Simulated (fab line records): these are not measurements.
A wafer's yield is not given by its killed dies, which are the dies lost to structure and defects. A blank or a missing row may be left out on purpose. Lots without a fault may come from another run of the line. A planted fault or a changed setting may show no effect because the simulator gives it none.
Chamber matching | flow sky130 | pecvd-03 running SKY_PASSIVATION_CVD_02: 3 sister chambers
The step deposits Si3N4, target thk 540 nm. 14 wafers are shown with their chamber, then 7 later ones without.

WAFERS, EACH WITH ITS CHAMBER
wafer  | chamber | heaterPowerW (W)
L689.1 | 0       | 738
L689.4 | 2       | 665
L689.6 | 1       | 733
L690.2 | 1       | 692
L690.3 | 2       | 651
L690.5 | 1       | 702
L695.1 | 1       | 676
L695.2 | 2       | 676
L695.4 | 1       | 722
L698.1 | 1       | 738
L698.4 | 2       | 734
L698.5 | 0       | 721
L699.1 | 2       | 657
L699.4 | 2       | 680

SIGNATURES (means of the wafers above)
reading      | chamber 0 | chamber 1 | chamber 2 | scatter within a chamber
heaterPowerW | 729.50    | 710.50    | 677.17    | 26.3
Rule: a wafer lies at a distance from a chamber equal to the root of the sum of squares, over the readings, of (its reading less the chamber's mean, divided by the reading's scatter). If the next closest chamber is less than 2 further off than the closest, the wafer can't be placed; otherwise it belongs to the closest. The scatter: take each reading less its chamber's mean, square it, sum over the shown wafers, divide by the number of wafers less the number of chambers, and take the root.

WAFERS MISSING THEIR CHAMBER
wafer  | heaterPowerW (W)
L699.5 | 715
L700.1 | 695
L700.2 | 697
L700.5 | 703
L709.1 | 754
L709.2 | 737
L709.5 | 690

CHAMBER TAKEN BY EACH
wafer  | from the rows above          | in truth
L699.5 | can't be placed: 1 or 0 or 2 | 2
L700.1 | can't be placed: 1 or 2 or 0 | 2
L700.2 | can't be placed: 1 or 2 or 0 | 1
L700.5 | can't be placed: 1 or 2 or 0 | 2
L709.1 | can't be placed: 0 or 1 or 2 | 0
L709.2 | can't be placed: 0 or 1 or 2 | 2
L709.5 | can't be placed: 2 or 1 or 0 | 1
Correctly placed: 0 of 7. Unplaceable from these rows: 7, with the true chamber sitting among the candidates in 7. Placed wrongly: 0.
